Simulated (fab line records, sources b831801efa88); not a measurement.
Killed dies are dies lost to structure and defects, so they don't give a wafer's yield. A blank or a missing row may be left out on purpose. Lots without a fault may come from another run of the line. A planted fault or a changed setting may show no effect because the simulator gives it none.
fab line records | flow sky130
record lots=6 wafers=18 last_day=50
route steps=708 shown METAL2@495 VIA2@507 PAD_OPEN@708
lots that met no fault: from a run of the same line without faults
start_h: hours from the record's first day to the start of the lot's first wafer shown | wait_h: hours since the lot's step before | " the same as in the row above | L1.1+2: a row that stands for several wafers | - no value, or no start given | * or withheld: withheld | < > ~ a bound
route shown NAME@n: a module of which the file shows steps, and the number in the route of the first | usual: mean/standard deviation of fault-free wafers | same: alike in all rows | chamber/n: place in a boat | sites: the reading at each site | _std_site: their standard deviation | _edge_site: outer sites' mean less inner sites' | radius_mm: how far each site lies from the wafer's centre | mask NAME#n: copy n | behind: the tool/chamber that last shaped the wafer | hold: why the lot was held/for how many hours/how that ended | device: the transistor (n, p or np) that didn't switch | end of line: the same wafers' tests at the end of the route | a step without rows: its recipe alone | killed: dies lost to structure and defects at the first sort, not the wafer's yield | map: a wafer's dies, x killed, . not, _ none there
set.NAME: the setting as run; set.NAME@STEP: as run at that earlier step | model.NAME: the simulator's own value behind a step, which no gauge read
lots at some steps of the route; a table a step, a row a wafer
services: from which hour (start_h, from the record's first day; less than 0 if before it) a tool's chamber was out of use, for how many hours, and why
## steps
# step SKY_METAL2_EXPOSE_12
# recipe mask_id=MM2 na=0.8 source_shape=annular sigma_inner=0.55 sigma_outer=0.85 target_cd_nm=140 dose_mj=28
# step SKY_METAL2_PEB_13
# recipe peb_temp_c=withheld peb_time_s=withheld resist=KrF-thick
# step SKY_METAL2_DEVELOP_14
# recipe develop_time_s=60 resist=KrF-thick dev_temp_c=21
# step SKY_METAL2_CD_MEAS_15
# recipe target_cd_nm=140
# usual cd_nm=139.3/1.6
# columns lot.wafer tool chamber start_h wait_h cd_nm
L584.1 cd_sem-01 - 892.63 - 138.4
L584.3 " - " " 139.1
L584.5 " - " " 137.6
L590.2 cd_sem-02 - 929.85 - 141.6
L590.3 " - " " 142.1
L590.5 " - " " 141.9
L591.2 cd_sem-02 - 937.44 - 139.7
L591.4 " - " " 138.8
L591.5 " - " " 140.8
L596.1 cd_sem-01 - 966.05 - 138.8
L596.3 " - " " 139.5
L596.4 " - " " 138.7
L598.1 cd_sem-02 - 981.90 - 138.4
L598.2 " - " " 139.7
L598.3 " - " " 139.6
L599.2 cd_sem-02 - 988.87 - 136.6
L599.5 " - " " 136.4
L599.6 " - " " 137.3
# step SKY_METAL2_OVL_MEAS_16
# usual METAL2_OVL=4/5.5
# columns lot.wafer tool chamber start_h wait_h METAL2_OVL[nm]
L584.1 overlay-01 - 892.75 0.1 5
L584.3 " - " " 2
L584.5 " - " " 10
L590.2 overlay-02 - 929.96 0.1 10
L590.3 " - " " 3
L590.5 " - " " 6
L591.2 overlay-01 - 937.54 0.1 13
L591.4 " - " " -4
L591.5 " - " " 8
L596.1 overlay-02 - 966.19 0.1 4
L596.3 " - " " 5
L596.4 " - " " 3
L598.1 overlay-01 - 982.02 0.1 3
L598.2 " - " " 6
L598.3 " - " " -3
L599.2 overlay-01 - 988.98 0.1 -8
L599.5 " - " " 4
L599.6 " - " " 3
# step SKY_METAL2_DESCUM_17
# recipe chemistry=O2 source_power_w=150 bias_power_w=0 pressure_mtorr=10 temp_c=40 time_s=8
# usual drypump_motor_current_A=5.8/0.39 oes_product_au=0.997/0.0069
# columns lot.wafer tool chamber start_h wait_h drypump_motor_current_A oes_product_au rf_hours_counter_h
L584.1 rie_metal-04 1 892.79 0.0 5.1 0.999 3
L584.3 " 0 " " 5.6 1.001 -
L584.5 " 1 " " 5.0 1.010 -
L590.2 rie_metal-01 0 929.99 0.0 5.9 0.998 9
L590.3 " 0 " " 5.9 0.994 -
L590.5 " 0 " " 5.9 0.994 -
L591.2 rie_metal-01 0 937.57 0.0 5.9 1.001 10
L591.4 " 0 " " 5.9 0.993 -
L591.5 " 0 " " 5.9 1.003 -
L596.1 rie_metal-04 1 966.22 0.0 5.1 0.989 7
L596.3 " 0 " " 5.6 0.987 -
L596.4 " 1 " " 5.1 1.003 -
L598.1 rie_metal-03 1 982.06 0.0 6.2 1.004 6
L598.2 " 0 " " 5.4 0.989 10
L598.3 " 0 " " 5.4 0.999 -
L599.2 rie_metal-01 1 989.01 0.0 6.1 0.991 17
L599.5 " 1 " " 6.1 0.996 -
L599.6 " 0 " " 5.9 0.993 -
# step SKY_METAL2_ETCH_18
# recipe chemistry=N2/H2 target=BARC ion_energy_ev=200 bias_w=100 pressure_mtorr=30 n2_flow_sccm=100 h2_flow_sccm=200 icp_w=500 stop_on=SiO2 time_s=45.9 target_depth_a=600
# usual drypump_motor_current_A=5.8/0.39 oes_product_au=0.856/0.0049 throttle_valve_pct=13.226/0.0091
# columns lot.wafer tool chamber start_h wait_h drypump_motor_current_A oes_product_au rf_hours_counter_h throttle_valve_pct
L584.1 rie_metal-04 1 892.82 0.0 5.1 0.856 3 13.216
L584.3 " 0 " " 5.6 0.863 - 13.228
L584.5 " 1 " " 5.1 0.854 - 13.220
L590.2 rie_metal-01 0 930.02 0.0 5.9 0.850 9 13.224
L590.3 " 0 " " 5.9 0.852 - 13.222
L590.5 " 0 " " 5.9 0.854 - 13.237
L591.2 rie_metal-01 0 937.60 0.0 5.9 0.857 10 13.226
L591.4 " 0 " " 6.0 0.854 - 13.225
L591.5 " 0 " " 5.9 0.851 - 13.228
L596.1 rie_metal-04 1 966.25 0.0 5.1 0.866 7 13.243
L596.3 " 0 " " 5.5 0.861 - 13.229
L596.4 " 1 " " 5.1 0.855 - 13.224
L598.1 rie_metal-03 1 982.09 0.0 6.2 0.856 6 13.221
L598.2 " 0 " " 5.4 0.862 10 13.224
L598.3 " 0 " " 5.4 0.854 - 13.234
L599.2 rie_metal-01 1 989.04 0.0 6.2 0.856 17 13.227
L599.5 " 1 " " 6.1 0.841 - 13.223
L599.6 " 0 " " 5.9 0.847 - 13.229
# step SKY_METAL2_METAL_ETCH_19
# recipe target_depth_a=3600 stop_on=SiO2 over_etch_frac=0.3 time_s=78 chemistry=Cl2/BCl3 resist_sidewall_deg=88 pressure_mtorr=10 icp_w=900 bias_w=48.5 Cl2_flow_sccm=60 bcl3_flow_sccm=30
# usual drypump_motor_current_A=5.8/0.39 oes_product_au=0.854/0.0061 throttle_valve_pct=22.264/0.0086
# same over_etch_frac=0.3
# columns lot.wafer tool chamber start_h wait_h drypump_motor_current_A oes_product_au rf_hours_counter_h throttle_valve_pct
L584.1 rie_metal-04 1 892.88 0.0 5.1 0.860 3 22.258
L584.3 " 0 " " 5.5 0.852 - 22.269
L584.5 " 1 " " 5.0 0.853 - 22.269
L590.2 rie_metal-01 0 930.08 0.0 5.9 0.854 9 22.262
L590.3 " 0 " " 5.9 0.850 - 22.255
L590.5 " 0 " " 5.9 0.848 - 22.262
L591.2 rie_metal-01 0 937.67 0.0 5.9 0.847 10 22.238
L591.4 " 0 " " 5.9 0.852 - 22.270
L591.5 " 0 " " 5.9 0.853 - 22.246
L596.1 rie_metal-04 1 966.32 0.0 5.1 0.858 7 22.256
L596.3 " 0 " " 5.6 0.856 - 22.260
L596.4 " 1 " " 5.1 0.861 - 22.270
L598.1 rie_metal-03 1 982.15 0.0 6.2 0.852 6 22.270
L598.2 " 0 " " 5.4 0.853 10 22.250
L598.3 " 0 " " 5.4 0.850 - 22.267
L599.2 rie_metal-01 1 989.10 0.0 6.1 0.856 17 22.250
L599.5 " 1 " " 6.1 0.852 - 22.282
L599.6 " 0 " " 5.9 0.851 - 22.261
# step SKY_METAL2_STRIP_20
# recipe chemistry=O2/N2 power_w=1400 pressure_mtorr=1500 platen_temp_c=withheld o2_flow_sccm=3000 n2_flow_sccm=300 overash_fraction=0.5
# usual drypump_motor_current_A=5.69/0.18 oes_product_au=0.344/0.0047 strip_time_to_endpoint_s=2.703/0.029
# columns lot.wafer tool chamber start_h wait_h drypump_motor_current_A oes_product_au rf_hours_counter_h strip_time_to_endpoint_s
L584.1 plasma_asher-03 1 892.97 0.1 5.69 0.342 103 2.658
L584.3 " 0 " " 5.97 0.345 - 2.714
L584.5 " 0 " " 5.96 0.336 - 2.645
L590.2 plasma_asher-04 0 930.17 0.1 5.30 0.343 18 2.674
L590.3 " 0 " " 5.32 0.349 - 2.710
L590.5 " 0 " " 5.32 0.343 - 2.693
L591.2 plasma_asher-03 1 937.76 0.1 5.67 0.341 107 2.685
L591.4 " 0 " " 5.97 0.347 - 2.635
L591.5 " 1 " " 5.66 0.341 - 2.648
L596.1 plasma_asher-01 0 966.41 0.1 5.74 0.344 86 2.728
L596.3 " 0 " " 5.75 0.342 - 2.722
L596.4 " 1 " " 5.73 0.348 - 2.724
L598.1 plasma_asher-03 1 982.24 0.1 5.69 0.344 112 2.682
L598.2 " 0 " " 5.96 0.345 112 2.702
L598.3 " 1 " " 5.71 0.346 - 2.763
L599.2 plasma_asher-04 0 989.19 0.1 5.32 0.347 25 2.691
L599.5 " 0 " " 5.29 0.346 - 2.647
L599.6 " 1 " " 5.67 0.348 - 2.637
# step SKY_METAL2_STRIP_21
# recipe chemistry=post_etch_residue_remover time_s=1200 temp_c=72.5
# step SKY_METAL2_CLEAN_22
# recipe chemistry=IPA time_s=180 temp_c=25
# step SKY_METAL2_CLEAN_23
# recipe chemistry=O3/DIW dry=n2_spin
# step SKY_VIA2_HDPCVD_00
# recipe material=SiO2 target_thk_nm=1180 sigma_open_frac=0.3 time_s=196.7 temp_c=400 sih4_flow_sccm=60 pressure_mtorr=6
# usual run_length_s=224.2/0.43
# columns lot.wafer tool chamber start_h wait_h run_length_s model.SiO2_of_VIA2_HDPCVD_00.thk_nm
L584.1 hdpcvd-02 0 893.56 0.0 224.6 1186
L584.3 " 1 " " 223.8 1178
L584.5 " 1 " " 223.3 1182
L590.2 hdpcvd-01 1 930.76 0.0 224.9 1153
L590.3 " 0 " " 224.2 1162
L590.5 " 1 " " 224.1 1174
L591.2 hdpcvd-01 0 938.35 0.0 224.1 1182
L591.4 " 0 " " 224.6 1169
L591.5 " 2 " " 224.1 1181
L596.1 hdpcvd-02 1 967.05 0.0 223.3 1183
L596.3 " 0 " " 282.2 1549
L596.4 " 2 " " 224.1 1192
L598.1 hdpcvd-02 0 982.84 0.0 282.4 1538
L598.2 " 2 " " 224.3 1171
L598.3 " 1 " " 223.6 1162
L599.2 hdpcvd-01 1 989.79 0.0 224.8 1167
L599.5 " 0 " " 224.1 1181
L599.6 " 1 " " 224.2 1169
# step SKY_VIA2_THK_MEAS_01
# recipe reads=SiO2_of_VIA2_HDPCVD_00
# usual VIA2_HDPCVD_THK=1175/11
# columns lot.wafer tool chamber start_h wait_h VIA2_HDPCVD_THK[nm]
L584.1 film_metro-04 - 893.69 0.1 1186
L584.3 " - " " 1178
L584.5 " - " " 1182
L590.2 film_metro-04 - 930.90 0.1 1153
L590.3 " - " " 1162
L590.5 " - " " 1174
L591.2 film_metro-02 - 938.48 0.1 1181
L591.4 " - " " 1168
L591.5 " - " " 1181
L596.1 film_metro-02 - 967.17 0.1 1182
L596.3 " - " " 1547
L596.4 " - " " 1191
L598.1 film_metro-03 - 982.97 0.1 1538
L598.2 " - " " 1171
L598.3 " - " " 1161
L599.2 film_metro-04 - 989.93 0.1 1168
L599.5 " - " " 1182
L599.6 " - " " 1168
# step SKY_VIA2_CMP_02
# recipe material=SiO2 down_force_psi=4 platen_rpm=60 pad_velocity_m_s=0.94248
# usual motor_current_A=11.8/1.1 retaining_ring_pressure_frac=1.000/0.0048
# columns lot.wafer tool chamber start_h wait_h motor_current_A retaining_ring_pressure_frac
L584.1 cmp-02 2 893.75 0.1 10.3 0.990
L584.3 " 0 " " 11.8 1.009
L584.5 " 2 " " 10.7 0.988
L590.3 cmp-01 2 930.95 0.0 13.9 1.005
L590.2 " 1 " " 12.2 1.004
L590.5 " 3 " " 12.3 1.006
L591.2 cmp-02 3 938.53 0.0 11.1 0.994
L591.4 " 2 " " 9.9 0.998
L591.5 " 0 " " 11.4 0.998
L596.4 cmp-02 2 967.28 0.1 9.8 1.006
L596.1 " 3 " " 11.6 0.996
L596.3 " 0 " " 11.2 0.997
L598.2 cmp-01 3 983.08 0.1 11.8 0.998
L598.1 " 0 " " 13.1 1.001
L598.3 " 1 " " 11.1 1.001
L599.2 cmp-02 2 990.03 0.1 10.1 0.998
L599.5 " 1 " " 11.0 1.002
L599.6 " 2 " " 10.4 0.997
# step SKY_PAD_OPEN_PROBE_99
# usual defect_limited_yield=82.5/2 killed_at_M0_to_M3=43/7.1 killed_at_M4_up=3.3/2 killed_at_contacts=24/5.1 killed_at_front_end=15/4.6 killed_at_other=0.3/0.6 killed_dies=86/9.6 killed_open=46/7.3 killed_short=39/6.7 sort_bin_3_pad_short=0.9/0.44 sort_bin_5_function=10.4/1.5 sort_bin_6_memory=6.2/1.1 sort_n_pass=406/9.6 sort_yield_pct=82.5/2
# same gross_dies=492 killed_at_back_side=0 sort_bin_4_leakage[%]=0 sort_bin_8_speed[%]=0
# columns lot.wafer tool chamber start_h wait_h defect_limited_yield[%] killed_at_M0_to_M3 killed_at_M4_up killed_at_contacts killed_at_front_end killed_at_other killed_dies killed_open killed_short sort_bin_3_pad_short[%] sort_bin_5_function[%] sort_bin_6_memory[%] sort_n_pass sort_yield_pct[%]
L584.1 prober-01 - 1136.40 0.1 82.5 40 0 30 15 1 86 50 36 0.6 11.0 5.9 406 82.5
L584.3 prober-01 - 1136.50 0.2 81.5 43 3 29 16 0 91 48 43 1.4 12.0 5.1 401 81.5
L584.5 prober-01 - 1136.60 0.2 81.5 42 4 32 13 0 91 48 43 0.2 12.2 6.1 401 81.5
L590.2 prober-01 - 1162.19 0.1 84.1 31 2 23 21 1 78 38 39 0.4 9.6 5.9 414 84.1
L590.3 prober-01 - 1162.24 0.2 84.8 38 2 24 9 2 75 46 27 0.6 7.3 7.3 417 84.8
L590.5 prober-01 - 1162.34 0.2 82.5 38 7 22 19 0 86 51 35 0.8 10.0 6.7 406 82.5
L591.2 prober-02 - 1167.38 0.1 76.4 48 3 39 26 0 116 65 51 1.2 13.4 8.9 376 76.4
L591.4 prober-02 - 1167.48 0.2 81.3 49 3 26 13 1 92 55 37 0.4 12.2 6.1 400 81.3
L591.5 prober-02 - 1167.53 0.2 80.5 47 7 26 16 0 96 51 45 0.8 13.4 5.3 396 80.5
L596.1 prober-01 - 1186.84 0.1 83.1 36 2 26 19 0 83 41 41 0.8 10.4 5.7 409 83.1
L596.3 prober-01 - 1186.94 0.2 82.1 43 6 23 16 0 88 48 40 0.4 11.6 5.9 404 82.1
L596.4 prober-01 - 1186.99 0.2 82.3 43 2 24 18 0 87 40 47 1.2 9.8 6.7 405 82.3
# killed by level:class
L584.1 CONTACT:geometric_particle:open=9 VIA2:geometric_particle:open=8 LI_CONTACT:geometric_particle:open=7 LOCAL_INTERCONNECT:geometric_particle:short=7 VIA3:geometric_particle:open=6 VIA1:geometric_particle:open=6 FIELD_ISO:geometric_particle:open=5 METAL2:geometric_particle:short=5
L584.3 CONTACT:geometric_particle:open=15 VIA3:geometric_particle:open=8 LOCAL_INTERCONNECT:geometric_particle:short=7 VIA1:geometric_particle:open=6 METAL3:geometric_particle:short=6 POLY_GATE:geometric_particle:open=5 VIA2:geometric_particle:short=5 POLY_GATE:geometric_particle:short=4
L584.5 CONTACT:geometric_particle:open=14 VIA1:geometric_particle:open=9 LI_CONTACT:geometric_particle:open=7 METAL1:geometric_particle:short=6 VIA3:geometric_particle:short=6 LI_CONTACT:geometric_particle:short=6 FIELD_ISO:geometric_particle:open=5 METAL2:geometric_particle:short=5
L590.2 POLY_GATE:geometric_particle:short=8 CONTACT:geometric_particle:open=7 VIA3:geometric_particle:open=7 LI_CONTACT:geometric_particle:open=6 CONTACT:geometric_particle:short=6 FIELD_ISO:geometric_particle:short=5 VIA1:geometric_particle:open=5 METAL2:geometric_particle:short=4
L590.3 VIA1:geometric_particle:open=10 VIA3:geometric_particle:open=9 CONTACT:geometric_particle:open=7 LI_CONTACT:geometric_particle:open=6 CONTACT:geometric_particle:short=5 LOCAL_INTERCONNECT:geometric_particle:short=4 METAL2:geometric_particle:short=4 VIA2:geometric_particle:open=4
L590.5 VIA1:geometric_particle:open=10 CONTACT:geometric_particle:open=10 POLY_GATE:geometric_particle:short=8 VIA2:geometric_particle:open=7 LI_CONTACT:geometric_particle:open=6 METAL4:geometric_particle:short=5 VIA3:geometric_particle:open=5 LOCAL_INTERCONNECT:geometric_particle:short=4
L591.2 LI_CONTACT:geometric_particle:open=11 VIA2:geometric_particle:open=10 POLY_GATE:geometric_particle:open=9 CONTACT:geometric_particle:open=9 VIA1:geometric_particle:open=9 CONTACT:geometric_particle:short=8 METAL1:geometric_particle:short=7 VIA3:geometric_particle:open=5
L591.4 LI_CONTACT:geometric_particle:open=12 VIA2:geometric_particle:open=11 CONTACT:geometric_particle:open=9 VIA1:geometric_particle:open=8 VIA1:geometric_particle:short=8 METAL2:geometric_particle:short=7 POLY_GATE:geometric_particle:open=5 LI_CONTACT:geometric_particle:short=4
L591.5 VIA1:geometric_particle:open=11 VIA2:geometric_particle:open=10 CONTACT:geometric_particle:open=9 LI_CONTACT:geometric_particle:open=8 METAL4:geometric_particle:short=7 VIA1:geometric_particle:short=6 METAL2:geometric_particle:short=5 CONTACT:geometric_particle:short=5
L596.1 VIA1:geometric_particle:open=14 CONTACT:geometric_particle:short=10 POLY_GATE:geometric_particle:short=6 CONTACT:geometric_particle:open=6 VIA2:geometric_particle:open=5 POLY_GATE:geometric_particle:open=4 LI_CONTACT:geometric_particle:open=4 LOCAL_INTERCONNECT:geometric_particle:short=4
L596.3 VIA1:geometric_particle:open=14 CONTACT:geometric_particle:open=8 LOCAL_INTERCONNECT:geometric_particle:short=7 VIA1:geometric_particle:short=6 METAL4:geometric_particle:short=5 FIELD_ISO:geometric_particle:short=4 FIELD_ISO:geometric_particle:open=4 VIA2:geometric_particle:open=4
L596.4 VIA1:geometric_particle:open=10 POLY_GATE:geometric_particle:short=9 METAL2:geometric_particle:short=8 CONTACT:geometric_particle:open=7 LI_CONTACT:geometric_particle:open=6 LOCAL_INTERCONNECT:geometric_particle:short=5 VIA1:geometric_particle:short=5 VIA2:geometric_particle:open=5
## services
# columns tool chamber start_h hours kind
plasma_asher-03 - 870.19 6.1 repair
plasma_asher-03 - 895.18 1.1 repair
rie_metal-03 1 897.38 2.3 repair
cmp-02 - 907.98 4.4 repair
cmp-02 - 912.37 4.0 pm
cmp-02 - 916.37 - consumable_replace:conditioner
cmp-02 - 916.37 - consumable_replace:pad
cmp-02 - 921.19 4.5 pm
plasma_asher-01 - 924.18 2.8 pm
rie_metal-04 1 925.21 2.4 repair
hdpcvd-01 2 948.83 5.1 repair
hdpcvd-02 - 950.25 15.0 pm
hdpcvd-02 0 950.25 15.0 vent_cycle
hdpcvd-02 1 950.25 15.0 vent_cycle
hdpcvd-02 2 950.25 15.0 vent_cycle
hdpcvd-02 0 965.25 - clean
hdpcvd-02 1 965.25 - clean
hdpcvd-02 2 965.25 - clean
cmp-02 - 970.90 11.5 pm
plasma_asher-03 - 972.97 1.6 repair
rie_metal-04 1 975.93 7.1 repair
plasma_asher-01 - 982.05 14.0 repair
plasma_asher-01 - 985.93 11.8 repair
hdpcvd-02 - 986.02 1.6 repair
## key
first_sign step=SKY_VIA2_HDPCVD_00 reading=run_length_s direction=up sigmas=99+ usual=* struck=*
effect step=SKY_VIA2_THK_MEAS_01 reading=VIA2_HDPCVD_THK direction=up sigmas=32 usual=1175 struck=1543
model_effect step=SKY_VIA2_HDPCVD_00 value=SiO2_of_VIA2_HDPCVD_00.thk_nm without=1195 struck=1543
met_at SKY_VIA2_HDPCVD_00
struck_wafers L596.3,L598.1
onset_between 893.56 967.05
fault kind=process_parameter_drift tool=hdpcvd-02 chamber=0 onset_h=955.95 steps=SKY_VIA2_HDPCVD_00 channel=time_s offset=* shape=step end_h=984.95 acts_in=* stated=*
